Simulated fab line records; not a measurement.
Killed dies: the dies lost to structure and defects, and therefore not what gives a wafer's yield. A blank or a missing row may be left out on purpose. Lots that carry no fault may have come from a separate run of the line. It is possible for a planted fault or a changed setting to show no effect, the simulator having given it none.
fab line records ; flow gf180mcu ; part 1 of 2: steps 1 to 25 of 34
record: lots: 5; wafers: 15; last-day: 33
route steps=602 shown CONTACT@301 M1@315
lots that met no fault: taken from a fault-free run of the same line
start-h: hours from the record's opening day to when the first of the lot's shown wafers began ; wait-h: hours elapsed since this lot's preceding step ; " as in the row above ; L1.1+2: several wafers, shown together as one row ; - no value present, or no start provided ; * or withheld: withheld ; < > ~ a bound
route shown NAME@n: names a module that has steps shown in the file, with the first one's number in the route ; usual: mean/standard deviation of fault-free wafers ; same: alike in all rows ; chamber/n: place in a boat ; sites: per-site readings ; _std_site: the values' standard deviation ; _edge_site: inner sites' mean taken away from outer sites' mean ; radius-mm: how far each site lies from the wafer's centre ; mask NAME#n: copy n ; behind: tool/chamber where the wafer was last shaped ; hold: what put the lot on hold/how long, in hours/how the hold closed ; device: which transistor (n, p or np) failed to switch ; end of line: the tests these same wafers got at the end of their route ; where a step has no rows: the recipe by itself ; killed: count of dies lost to structure and defects at first sort (not the wafer's yield) ; map: dies across one wafer; x = killed, . = not, _ = none there
set.NAME: the setting that was run; set.NAME@STEP: the one run at that earlier step ; model.NAME: the simulator's own value behind a step, which no gauge read
lots seen at some steps along the route; tables by step, rows by wafer
services: the hour from which a tool's chamber was out of use, counted from the record's first day as start-h (under 0 if before that day), plus the number of hours and why
== steps ==
step: GF_CONTACT_CD_MEAS_14
recipe: target-cd-nm: 220
usual: cd-nm: 220.0/1.6
lot.wafer;tool;chamber;start-h;wait-h;cd-nm
L076.3;cd-sem-01;-;371.32;0.1;217.2
L076.5;cd-sem-01;-;371.32;0.1;217.6
L076.6;cd-sem-01;-;371.32;0.1;219.4
L079.4;cd-sem-02;-;418.05;0.1;219.6
L079.5;cd-sem-02;-;418.05;0.1;219.8
L079.6;cd-sem-02;-;418.05;0.1;219.3
L085.2;cd-sem-02;-;474.51;0.1;220.2
L085.4;cd-sem-02;-;474.51;0.1;220.4
L085.6;cd-sem-02;-;474.51;0.1;220.1
L093.1;cd-sem-01;-;522.19;0.1;219.8
L093.4;cd-sem-01;-;522.19;0.1;221.1
L093.6;cd-sem-01;-;522.19;0.1;219.7
L094.2;cd-sem-02;-;523.81;0.1;216.7
L094.3;cd-sem-02;-;523.81;0.1;218.3
L094.4;cd-sem-02;-;523.81;0.1;216.7
step: GF_CONTACT_OVL_MEAS_15
usual: CONTACT_OVL: 1/5.4
lot.wafer;tool;chamber;start-h;wait-h;CONTACT_OVL[nm]
L076.3;overlay-01;-;371.42;0.1;8
L076.5;overlay-01;-;371.42;0.1;11
L076.6;overlay-01;-;371.42;0.1;4
L079.4;overlay-01;-;418.13;0.1;-7
L079.5;overlay-01;-;418.13;0.1;-7
L079.6;overlay-01;-;418.13;0.1;-4
L085.2;overlay-02;-;474.62;0.1;5
L085.4;overlay-02;-;474.62;0.1;7
L085.6;overlay-02;-;474.62;0.1;5
L093.1;overlay-02;-;522.31;0.1;6
L093.4;overlay-02;-;522.31;0.1;0
L093.6;overlay-02;-;522.31;0.1;-6
L094.2;overlay-02;-;523.92;0.1;-2
L094.3;overlay-02;-;523.92;0.1;-4
L094.4;overlay-02;-;523.92;0.1;1
step: GF_CONTACT_ETCH_16
recipe: chemistry: N2/H2; target-depth-a: withheld; overetch-a: withheld; time-s: withheld; target: BARC; ion-energy-ev: 200; source-w: 500; bias-w: 100; pressure-mtorr: 30; n2-flow-sccm: 100; h2-flow-sccm: 200
usual: chamber-pressure-mTorr: 30.000/0.024; drypump-motor-current-A: 5.8/0.46; h2-flow-sccm: 200.0/0.6; oes-product-au: 0.854/0.0048; throttle-valve-pct: 13.226/0.009
lot.wafer;tool;chamber;start-h;wait-h;chamber-pressure-mTorr;drypump-motor-current-A;h2-flow-sccm;oes-product-au;throttle-valve-pct
L076.3;rie-diel-01;1;371.44;0.0;30.009;6.6;200.4;0.857;13.229
L076.5;rie-diel-01;2;371.44;0.0;29.999;5.6;199.7;0.861;13.225
L076.6;rie-diel-01;1;371.44;0.0;30.005;6.7;200.0;0.856;13.240
L079.4;rie-diel-04;2;418.15;0.0;30.011;5.6;200.1;0.855;13.223
L079.5;rie-diel-04;0;418.15;0.0;30.003;5.4;200.6;0.851;13.227
L079.6;rie-diel-04;3;418.15;0.0;29.959;5.5;199.9;0.857;13.210
L085.2;rie-diel-02;3;474.65;0.0;29.971;6.2;199.8;0.856;13.221
L085.4;rie-diel-02;3;474.65;0.0;29.987;6.2;199.1;0.850;13.221
L085.6;rie-diel-02;0;474.65;0.0;29.982;6.4;200.2;0.852;13.220
L093.1;rie-diel-01;3;522.35;0.0;30.012;5.3;200.7;0.854;13.227
L093.4;rie-diel-01;2;522.35;0.0;29.974;5.7;199.9;0.866;13.226
L093.6;rie-diel-01;0;522.35;0.0;29.994;4.9;199.5;0.859;13.225
L094.2;rie-diel-02;0;523.95;0.0;30.042;6.4;200.3;0.858;13.224
L094.3;rie-diel-02;1;523.95;0.0;30.049;5.3;199.5;0.856;13.225
L094.4;rie-diel-02;2;523.95;0.0;30.012;5.9;200.1;0.857;13.227
step: GF_CONTACT_ETCH_17
recipe: chemistry: C4F8/O2/Ar; mask-material: KrF; target: SiO2; stop-on: CoSi2; source-w: 1500; bias-w: 1200; pressure-mtorr: 40; c4f8-flow-sccm: withheld; O2_flow_sccm: 6; Ar_flow_sccm: 300; time-s: withheld; target-depth-a: 8600
usual: chamber-pressure-mTorr: 40.00/0.033; oes-product-au: 0.814/0.0049
lot.wafer;tool;chamber;start-h;wait-h;chamber-pressure-mTorr;oes-product-au
L076.3;rie-diel-01;1;-;-;39.97;0.820
L076.5;rie-diel-01;2;-;-;40.04;0.823
L076.6;rie-diel-01;1;-;-;40.03;0.813
L079.4;rie-diel-04;2;-;-;40.00;0.814
L079.5;rie-diel-04;0;-;-;40.01;0.822
L079.6;rie-diel-04;3;-;-;40.05;0.810
L085.2;rie-diel-02;3;-;-;40.03;0.826
L085.4;rie-diel-02;3;-;-;39.99;0.819
L085.6;rie-diel-02;0;-;-;39.96;0.806
L093.1;rie-diel-01;3;-;-;40.00;0.812
L093.4;rie-diel-01;2;-;-;39.98;0.814
L093.6;rie-diel-01;0;-;-;40.07;0.801
L094.2;rie-diel-02;0;-;-;39.97;0.815
L094.3;rie-diel-02;1;-;-;40.00;0.808
L094.4;rie-diel-02;2;-;-;39.98;0.810
step: GF_CONTACT_STRIP_18
recipe: chemistry: O2/N2; power-w: 1400; pressure-mtorr: 1500; platen-temp-c: 250; o2-flow-sccm: 3000; n2-flow-sccm: 300; overash-fraction: 0.5
usual: chamber-pressure-mTorr: 1499/9.3; drypump-motor-current-A: 5.89/0.12; heater-power-w: 341/38; oes-product-au: 0.579/0.0052; platen-temp-c: 250.01/0.18
lot.wafer;tool;chamber;start-h;wait-h;chamber-pressure-mTorr;drypump-motor-current-A;heater-power-w;oes-product-au;platen-temp-c;rf-hours-counter-h
L076.3;plasma-asher-01;0;371.64;-;1499;5.73;355;0.583;250.11;-
L076.5;plasma-asher-01;1;371.64;-;1500;5.76;344;0.580;250.00;-
L076.6;plasma-asher-01;0;371.64;-;1500;5.72;362;0.582;250.06;-
L079.4;plasma-asher-02;0;418.35;-;1501;5.93;383;0.578;250.14;-
L079.5;plasma-asher-02;0;418.35;-;1500;5.93;397;0.577;250.00;-
L079.6;plasma-asher-02;1;418.35;-;1500;5.89;269;0.583;250.23;-
L085.2;plasma-asher-02;1;474.81;-;1499;5.90;284;0.580;249.85;85
L085.4;plasma-asher-02;0;474.81;-;1500;5.96;389;0.587;250.21;-
L085.6;plasma-asher-02;0;474.81;-;1499;5.94;385;0.577;249.99;-
L093.1;plasma-asher-02;1;522.51;-;1501;5.92;277;0.573;250.10;89
L093.4;plasma-asher-02;0;522.51;-;1501;5.96;391;0.578;250.13;-
L093.6;plasma-asher-02;1;522.51;-;1501;5.91;278;0.584;249.91;-
L094.2;plasma-asher-03;0;524.11;-;1501;6.11;323;0.582;250.27;75
L094.3;plasma-asher-03;1;524.11;-;1499;5.81;352;0.584;249.85;-
L094.4;plasma-asher-03;0;524.11;-;1498;6.14;316;0.579;250.38;-
step: GF_CONTACT_CLEAN_19
recipe: chemistry: SPM
lot.wafer;tool;chamber;start-h;wait-h
L076.3+5+6;wet-bench-01;0;371.70;0.0
L079.4+5+6;wet-bench-03;1;418.41;0.0
L085.2+4+6;wet-bench-01;1;474.91;0.1
L093.1+4+6;wet-bench-03;3;522.61;0.1
L094.2+3+4;wet-bench-04;2;524.21;0.1
step: GF_CONTACT_CLEAN_20
recipe: chemistry: DIW
lot.wafer;tool;chamber;start-h;wait-h
L076.3+5+6;wet-bench-03;1;371.80;0.0
L079.4+5+6;wet-bench-04;2;418.51;0.0
L085.2+4+6;wet-bench-04;0;475.01;0.0
L093.1+4+6;wet-bench-04;0;522.70;0.0
L094.2+3+4;wet-bench-01;0;524.30;0.0
step: GF_CONTACT_CLEAN_21
recipe: chemistry: dHF; time-s: 20; dilution: 100:1; dry: ipa-marangoni
lot.wafer;tool;chamber;start-h;wait-h
L076.3+5+6;wet-bench-04;1;371.89;0.0
L079.4+5+6;wet-bench-01;0;418.61;0.0
L085.2+4+6;wet-bench-03;2;475.20;0.0
L093.1+4+6;wet-bench-03;2;522.80;0.0
L094.2+3+4;wet-bench-03;0;524.40;0.0
step: GF_CONTACT_SPUTTER_22
recipe: material: Ti; target-thk-nm: 15; chamber-pressure-pa: 5; power-w: 2500; substrate-temp-c: 200; time-s: 80.02
usual: substrate-temp-c: 200.02/0.15; throttle-valve-pct: 30.5/0.85
lot.wafer;tool;chamber;start-h;wait-h;substrate-temp-c;throttle-valve-pct
L076.3;pvd-sputter-03;-;371.90;0.0;199.78;29.7
L076.5;pvd-sputter-03;-;371.90;0.0;199.86;31.0
L076.6;pvd-sputter-03;-;371.90;0.0;200.09;29.9
L079.4;pvd-sputter-04;-;418.62;0.0;200.03;29.8
L079.5;pvd-sputter-04;-;418.62;0.0;200.26;28.7
L079.6;pvd-sputter-04;-;418.62;0.0;200.13;29.9
L085.2;pvd-sputter-01;-;475.21;0.0;199.64;31.2
L085.4;pvd-sputter-01;-;475.21;0.0;199.96;31.6
L085.6;pvd-sputter-01;-;475.21;0.0;199.88;31.1
L093.1;pvd-sputter-01;-;522.81;0.0;200.10;31.6
L093.4;pvd-sputter-01;-;522.81;0.0;200.15;29.5
L093.6;pvd-sputter-01;-;522.81;0.0;200.16;29.7
L094.2;pvd-sputter-01;-;524.41;0.0;200.55;31.2
L094.3;pvd-sputter-01;-;524.41;0.0;200.01;30.4
L094.4;pvd-sputter-01;-;524.41;0.0;200.08;31.7
step: GF_CONTACT_SPUTTER_23
recipe: material: TiN; target-thk-nm: 10; chamber-pressure-pa: 5; power-w: 4000; time-s: 40
usual: throttle-valve-pct: 30.5/0.86
lot.wafer;tool;chamber;start-h;wait-h;throttle-valve-pct
L076.3;pvd-sputter-03;-;371.96;0.0;29.8
L076.5;pvd-sputter-03;-;371.96;0.0;31.4
L076.6;pvd-sputter-03;-;371.96;0.0;29.7
L079.4;pvd-sputter-04;-;418.68;0.0;29.8
L079.5;pvd-sputter-04;-;418.68;0.0;28.8
L079.6;pvd-sputter-04;-;418.68;0.0;29.9
L085.2;pvd-sputter-01;-;475.27;0.0;31.2
L085.4;pvd-sputter-01;-;475.27;0.0;31.8
L085.6;pvd-sputter-01;-;475.27;0.0;31.3
L093.1;pvd-sputter-01;-;522.87;0.0;31.9
L093.4;pvd-sputter-01;-;522.87;0.0;29.6
L093.6;pvd-sputter-01;-;522.87;0.0;29.4
L094.2;pvd-sputter-01;-;524.47;0.0;31.0
L094.3;pvd-sputter-01;-;524.47;0.0;30.8
L094.4;pvd-sputter-01;-;524.47;0.0;32.0
step: GF_CONTACT_CVD_24
recipe: material: W; target-thk-nm: 300; time-s: 90.339; temp-c: 400; pressure-torr: 40
usual: heater-power-w: 843/80
lot.wafer;tool;chamber;start-h;wait-h;heater-power-w
L076.3;cvd-w-02;1;372.03;0.1;846
L076.5;cvd-w-02;1;372.03;0.1;836
L076.6;cvd-w-02;0;372.03;0.1;812
L079.4;cvd-w-02;1;418.75;0.1;833
L079.5;cvd-w-02;0;418.75;0.1;809
L079.6;cvd-w-02;1;418.75;0.1;835
L085.2;cvd-w-01;1;475.31;0.0;949
L085.4;cvd-w-01;1;475.31;0.0;942
L085.6;cvd-w-01;1;475.31;0.0;965
L093.1;cvd-w-02;0;522.91;0.0;814
L093.4;cvd-w-02;0;522.91;0.0;818
L093.6;cvd-w-02;0;522.91;0.0;825
L094.2;cvd-w-01;0;524.51;0.0;762
L094.3;cvd-w-01;1;524.51;0.0;976
L094.4;cvd-w-01;0;524.51;0.0;781
step: GF_CONTACT_RS_MEAS_25
recipe: thk-meas-gauge: four-point-probe; reads: W_of_CONTACT_CVD_24+TiN_of_CONTACT_SPUTTER_23+Ti_of_CONTACT_SPUTTER_22
usual: CONTACT_W_RS: 0.379/0.0087
lot.wafer;tool;chamber;start-h;wait-h;CONTACT_W_RS[ohm/sq]
L076.3;film-metro-02;-;372.14;0.1;0.386
L076.5;film-metro-02;-;372.14;0.1;0.379
L076.6;film-metro-02;-;372.14;0.1;0.381
L079.4;film-metro-02;-;418.88;0.1;0.378
L079.5;film-metro-02;-;418.88;0.1;0.388
L079.6;film-metro-02;-;418.88;0.1;0.376
L085.2;film-metro-02;-;475.43;0.1;0.370
L085.4;film-metro-02;-;475.43;0.1;0.367
L085.6;film-metro-02;-;475.43;0.1;0.367
L093.1;film-metro-01;-;523.11;0.2;0.389
L093.4;film-metro-01;-;523.11;0.2;0.391
L093.6;film-metro-01;-;523.11;0.2;0.391
L094.2;film-metro-03;-;524.63;0.1;0.383
L094.3;film-metro-03;-;524.63;0.1;0.369
L094.4;film-metro-03;-;524.63;0.1;0.378
step: GF_CONTACT_THK_MEAS_26
recipe: thk-meas-gauge: xrf; reads: W_of_CONTACT_CVD_24
usual: CONTACT_W_THK: 297/6.7
lot.wafer;tool;chamber;start-h;wait-h;CONTACT_W_THK[nm]
L076.3;film-metro-02;-;372.24;0.1;291
L076.5;film-metro-02;-;372.24;0.1;298
L076.6;film-metro-02;-;372.24;0.1;297
L079.4;film-metro-02;-;418.97;0.1;299
L079.5;film-metro-02;-;418.97;0.1;293
L079.6;film-metro-02;-;418.97;0.1;301
L085.2;film-metro-02;-;475.54;0.1;304
L085.4;film-metro-02;-;475.54;0.1;306
L085.6;film-metro-02;-;475.54;0.1;306
L093.1;film-metro-01;-;523.23;0.1;292
L093.4;film-metro-01;-;523.23;0.1;289
L093.6;film-metro-01;-;523.23;0.1;290
L094.2;film-metro-03;-;524.74;0.1;293
L094.3;film-metro-03;-;524.74;0.1;304
L094.4;film-metro-03;-;524.74;0.1;298
step: GF_CONTACT_CMP_27
recipe: stop-on: SiO2; down-force-psi: 3.5; platen-rpm: 60; t-overpolish-s: 15; target-thk-nm: 0; pad-velocity-m-s: 0.94248
usual: motor-current-A: 10.6/0.92; overpolish-run-s: 14.999/0.0099; slurry-flow-ml-min: 150.0/0.46; time-to-endpoint-s: 75/4.3
lot.wafer;tool;chamber;start-h;wait-h;motor-current-A;overpolish-run-s;slurry-flow-ml-min;time-to-endpoint-s
L076.3;cmp-02;1;372.28;0.0;11.0;14.976;149.9;71
L076.5;cmp-02;1;372.28;0.0;12.4;15.000;149.7;68
L076.6;cmp-02;2;372.28;0.0;9.2;15.004;150.0;73
L079.4;cmp-02;2;419.15;0.2;9.2;14.986;150.1;77
L079.5;cmp-02;3;419.15;0.2;11.0;14.996;149.7;71
L079.6;cmp-02;0;419.15;0.2;9.8;14.996;149.7;79
L085.2;cmp-02;3;475.59;0.0;10.6;15.028;149.8;78
L085.4;cmp-02;2;475.59;0.0;8.9;14.985;149.2;75
L085.6;cmp-02;0;475.59;0.0;9.8;14.997;149.8;83
L093.4;cmp-02;1;523.34;0.1;11.2;14.996;149.4;68
L093.1;cmp-02;3;523.34;0.1;10.5;14.998;148.9;74
L093.6;cmp-02;0;523.34;0.1;10.2;15.005;150.0;75
L094.3;cmp-01;1;524.79;0.0;12.2;15.012;150.8;81
L094.2;cmp-01;2;524.79;0.0;11.3;15.000;150.4;75
L094.4;cmp-01;0;524.79;0.0;10.7;14.994;149.9;70
step: GF_M1_SPUTTER_00
recipe: material: Ti; target-thk-nm: 37.5; arriving-ion-energy-ev: 80; substrate-temp-c: 200; chamber-pressure-pa: 2; power-w: 4000; time-s: 150
usual: substrate-temp-c: 200.03/0.15; throttle-valve-pct: 29.6/1.1
lot.wafer;tool;chamber;start-h;wait-h;substrate-temp-c;throttle-valve-pct
L076.3;pvd-sputter-02;-;372.58;0.2;199.91;30.0
L076.5;pvd-sputter-02;-;372.58;0.2;199.87;27.2
L076.6;pvd-sputter-02;-;372.58;0.2;200.32;28.7
L079.4;pvd-sputter-01;-;419.30;0.1;199.78;30.7
L079.5;pvd-sputter-01;-;419.30;0.1;200.15;31.1
L079.6;pvd-sputter-01;-;419.30;0.1;200.06;29.7
L085.2;pvd-sputter-02;-;475.89;0.2;200.16;30.7
L085.4;pvd-sputter-02;-;475.89;0.2;200.05;27.6
L085.6;pvd-sputter-02;-;475.89;0.2;200.20;29.9
L093.1;pvd-sputter-02;-;523.59;0.1;200.14;29.7
L093.4;pvd-sputter-02;-;523.59;0.1;200.10;29.6
L093.6;pvd-sputter-02;-;523.59;0.1;199.70;27.5
L094.2;pvd-sputter-02;-;525.09;0.2;200.17;30.5
L094.3;pvd-sputter-02;-;525.09;0.2;200.13;29.9
L094.4;pvd-sputter-02;-;525.09;0.2;200.11;29.8
step: GF_M1_SPUTTER_01
recipe: material: TiN; target-thk-nm: 30; power-w: 6500; time-s: 25; chamber-pressure-pa: 0.4
usual: throttle-valve-pct: 29.6/1.1
lot.wafer;tool;chamber;start-h;wait-h;throttle-valve-pct
L076.3;pvd-sputter-02;-;372.68;0.1;29.9
L076.5;pvd-sputter-02;-;372.68;0.1;27.4
L076.6;pvd-sputter-02;-;372.68;0.1;28.5
L079.4;pvd-sputter-01;-;419.40;0.1;30.6
L079.5;pvd-sputter-01;-;419.40;0.1;31.4
L079.6;pvd-sputter-01;-;419.40;0.1;29.5
L085.2;pvd-sputter-02;-;475.99;0.1;30.6
L085.4;pvd-sputter-02;-;475.99;0.1;27.3
L085.6;pvd-sputter-02;-;475.99;0.1;29.7
L093.1;pvd-sputter-02;-;523.69;0.1;30.0
L093.4;pvd-sputter-02;-;523.69;0.1;29.9
L093.6;pvd-sputter-02;-;523.69;0.1;27.7
L094.2;pvd-sputter-02;-;525.19;0.1;30.7
L094.3;pvd-sputter-02;-;525.19;0.1;29.7
L094.4;pvd-sputter-02;-;525.19;0.1;29.9
step: GF_M1_SPUTTER_02
recipe: material: AlCu; target-thk-nm: 450; power-w: 10600; time-s: 23.9; chamber-pressure-pa: 0.4
usual: throttle-valve-pct: 29.6/1.2
lot.wafer;tool;chamber;start-h;wait-h;throttle-valve-pct
L076.3;pvd-sputter-02;-;372.71;0.0;30.0
L076.5;pvd-sputter-02;-;372.71;0.0;27.4
L076.6;pvd-sputter-02;-;372.71;0.0;28.7
L079.4;pvd-sputter-01;-;419.43;0.0;30.7
L079.5;pvd-sputter-01;-;419.43;0.0;31.2
L079.6;pvd-sputter-01;-;419.43;0.0;29.7
L085.2;pvd-sputter-02;-;476.02;0.0;30.8
L085.4;pvd-sputter-02;-;476.02;0.0;27.4
L085.6;pvd-sputter-02;-;476.02;0.0;29.8
L093.1;pvd-sputter-02;-;523.72;0.0;29.8
L093.4;pvd-sputter-02;-;523.72;0.0;29.8
L093.6;pvd-sputter-02;-;523.72;0.0;27.4
L094.2;pvd-sputter-02;-;525.22;0.0;30.6
L094.3;pvd-sputter-02;-;525.22;0.0;30.2
L094.4;pvd-sputter-02;-;525.22;0.0;29.9
step: GF_M1_SPUTTER_03
recipe: material: Ti; target-thk-nm: 10; substrate-temp-c: 300; chamber-pressure-pa: 0.3; power-w: 3000; time-s: 6.7
usual: substrate-temp-c: 299.98/0.18; throttle-valve-pct: 29.6/1.2
lot.wafer;tool;chamber;start-h;wait-h;substrate-temp-c;throttle-valve-pct
L076.3;pvd-sputter-02;-;372.74;0.0;300.31;29.6
L076.5;pvd-sputter-02;-;372.74;0.0;300.20;27.4
L076.6;pvd-sputter-02;-;372.74;0.0;299.69;28.6
L079.4;pvd-sputter-01;-;419.46;0.0;300.07;30.8
L079.5;pvd-sputter-01;-;419.46;0.0;300.04;31.2
L079.6;pvd-sputter-01;-;419.46;0.0;299.72;29.7
L085.2;pvd-sputter-02;-;476.05;0.0;299.70;30.4
L085.4;pvd-sputter-02;-;476.05;0.0;299.67;27.3
L085.6;pvd-sputter-02;-;476.05;0.0;299.96;29.7
L093.1;pvd-sputter-02;-;523.75;0.0;300.00;29.8
L093.4;pvd-sputter-02;-;523.75;0.0;299.65;29.7
L093.6;pvd-sputter-02;-;523.75;0.0;299.96;27.4
L094.2;pvd-sputter-02;-;525.25;0.0;299.87;30.4
L094.3;pvd-sputter-02;-;525.25;0.0;300.00;29.8
L094.4;pvd-sputter-02;-;525.25;0.0;299.99;29.9
step: GF_M1_SPUTTER_04
recipe: material: TiN; target-thk-nm: 50; power-w: 6500; time-s: 41.7; chamber-pressure-pa: 0.4
usual: throttle-valve-pct: 29.6/1.2
lot.wafer;tool;chamber;start-h;wait-h;throttle-valve-pct
L076.3;pvd-sputter-02;-;372.76;0.0;29.7
L076.5;pvd-sputter-02;-;372.76;0.0;27.4
L076.6;pvd-sputter-02;-;372.76;0.0;28.6
L079.4;pvd-sputter-01;-;419.48;0.0;30.9
L079.5;pvd-sputter-01;-;419.48;0.0;31.0
L079.6;pvd-sputter-01;-;419.48;0.0;29.5
L085.2;pvd-sputter-02;-;476.07;0.0;30.9
L085.4;pvd-sputter-02;-;476.07;0.0;27.3
L085.6;pvd-sputter-02;-;476.07;0.0;29.7
L093.1;pvd-sputter-02;-;523.77;0.0;29.7
L093.4;pvd-sputter-02;-;523.77;0.0;29.8
L093.6;pvd-sputter-02;-;523.77;0.0;27.4
L094.2;pvd-sputter-02;-;525.27;0.0;30.6
L094.3;pvd-sputter-02;-;525.27;0.0;30.0
L094.4;pvd-sputter-02;-;525.27;0.0;29.9
step: GF_M1_RS_MEAS_05
recipe: thk-meas-gauge: four-point-probe; reads: TiN_of_M1_SPUTTER_04+Ti_of_M1_SPUTTER_03+AlCu_of_M1_SPUTTER_02+TiN_of_M1_SPUTTER_01+Ti_of_M1_SPUTTER_00
usual: M1_ALCU_RS: 0.0692/0.0009
lot.wafer;tool;chamber;start-h;wait-h;M1_ALCU_RS[ohm/sq]
L076.3;film-metro-01;-;372.84;0.1;0.0686
L076.5;film-metro-01;-;372.84;0.1;0.0693
L076.6;film-metro-01;-;372.84;0.1;0.0696
L079.4;film-metro-04;-;419.58;0.1;0.0689
L079.5;film-metro-04;-;419.58;0.1;0.0684
L079.6;film-metro-04;-;419.58;0.1;0.0699
L085.2;film-metro-04;-;476.13;0.0;0.0692
L085.4;film-metro-04;-;476.13;0.0;0.0691
L085.6;film-metro-04;-;476.13;0.0;0.0695
L093.1;film-metro-04;-;523.81;0.0;0.0687
L093.4;film-metro-04;-;523.81;0.0;0.0691
L093.6;film-metro-04;-;523.81;0.0;0.0693
L094.2;film-metro-01;-;525.33;0.0;0.0684
L094.3;film-metro-01;-;525.33;0.0;0.0684
L094.4;film-metro-01;-;525.33;0.0;0.0679
step: GF_M1_THK_MEAS_06
recipe: thk-meas-gauge: xrf; reads: AlCu_of_M1_SPUTTER_02
usual: M1_ALCU_THK: 452/6.3
lot.wafer;tool;chamber;start-h;wait-h;M1_ALCU_THK[nm]
L076.3;film-metro-01;-;372.94;0.1;454
L076.5;film-metro-01;-;372.94;0.1;450
L076.6;film-metro-01;-;372.94;0.1;448
L079.4;film-metro-04;-;419.67;0.1;458
L079.5;film-metro-04;-;419.67;0.1;463
L079.6;film-metro-04;-;419.67;0.1;451
L085.2;film-metro-04;-;476.24;0.1;451
L085.4;film-metro-04;-;476.24;0.1;452
L085.6;film-metro-04;-;476.24;0.1;453
L093.1;film-metro-04;-;523.93;0.1;454
L093.4;film-metro-04;-;523.93;0.1;453
L093.6;film-metro-04;-;523.93;0.1;449
L094.2;film-metro-01;-;525.44;0.1;454
L094.3;film-metro-01;-;525.44;0.1;457
L094.4;film-metro-01;-;525.44;0.1;461
step: GF_M1_DEHYDRATE_07
recipe: temp-c: 200; time-s: 60
usual: plate-temp-C: 199.99/0.19
lot.wafer;tool;chamber;start-h;wait-h;plate-temp-C
L076.3;litho-track-02;0;383.59;10.6;199.97
L076.5;litho-track-02;0;383.59;10.6;199.90
L076.6;litho-track-02;0;383.59;10.6;200.01
L079.4;litho-track-04;0;431.03;11.4;199.65
L079.5;litho-track-04;0;431.03;11.4;199.80
L079.6;litho-track-04;0;431.03;11.4;199.94
L085.2;litho-track-02;0;486.77;10.5;200.27
L085.4;litho-track-02;0;486.77;10.5;200.35
L085.6;litho-track-02;0;486.77;10.5;200.08
L093.1;litho-track-04;0;534.01;10.1;199.67
L093.4;litho-track-04;0;534.01;10.1;199.94
L093.6;litho-track-04;0;534.01;10.1;200.09
L094.2;litho-track-04;0;535.58;10.1;199.95
L094.3;litho-track-04;0;535.58;10.1;199.93
L094.4;litho-track-04;0;535.58;10.1;199.91
step: GF_M1_HMDS_08
recipe: prime-time-s: 60; prime-temp-c: 120
lot.wafer;tool;chamber;start-h;wait-h
L076.3+5+6;litho-track-02;0;383.74;0.1
L079.4+5+6;litho-track-04;0;431.18;0.1
L085.2+4+6;litho-track-02;0;486.92;0.1
L093.1+4+6;litho-track-04;0;534.16;0.1
L094.2+3+4;litho-track-04;0;535.73;0.1
step: GF_M1_COAT_09
recipe: resist: KrF; spin-rpm: withheld; resist-thk-nm: 1000
lot.wafer;tool;chamber;start-h;wait-h
L076.3+5+6;litho-track-02;0;383.89;0.1
L079.4+5+6;litho-track-04;0;431.33;0.1
L085.2+4+6;litho-track-02;0;487.07;0.1
L093.1+4+6;litho-track-04;0;534.31;0.1
L094.2+3+4;litho-track-04;0;535.88;0.1
step: GF_M1_SOFTBAKE_10
recipe: temp-c: 130; time-s: 60; resist: KrF
usual: plate-temp-C: 130.01/0.15
lot.wafer;tool;chamber;start-h;wait-h;plate-temp-C
L076.3;litho-track-02;0;384.04;0.1;129.77
L076.5;litho-track-02;0;384.04;0.1;130.13
L076.6;litho-track-02;0;384.04;0.1;129.80
L079.4;litho-track-04;0;431.48;0.1;130.18
L079.5;litho-track-04;0;431.48;0.1;129.94
L079.6;litho-track-04;0;431.48;0.1;130.12
L085.2;litho-track-02;0;487.22;0.1;130.15
L085.4;litho-track-02;0;487.22;0.1;130.08
L085.6;litho-track-02;0;487.22;0.1;130.02
L093.1;litho-track-04;0;534.46;0.1;129.87
L093.4;litho-track-04;0;534.46;0.1;129.82
L093.6;litho-track-04;0;534.46;0.1;130.04
L094.2;litho-track-04;0;536.03;0.1;129.92
L094.3;litho-track-04;0;536.03;0.1;129.80
L094.4;litho-track-04;0;536.03;0.1;129.86
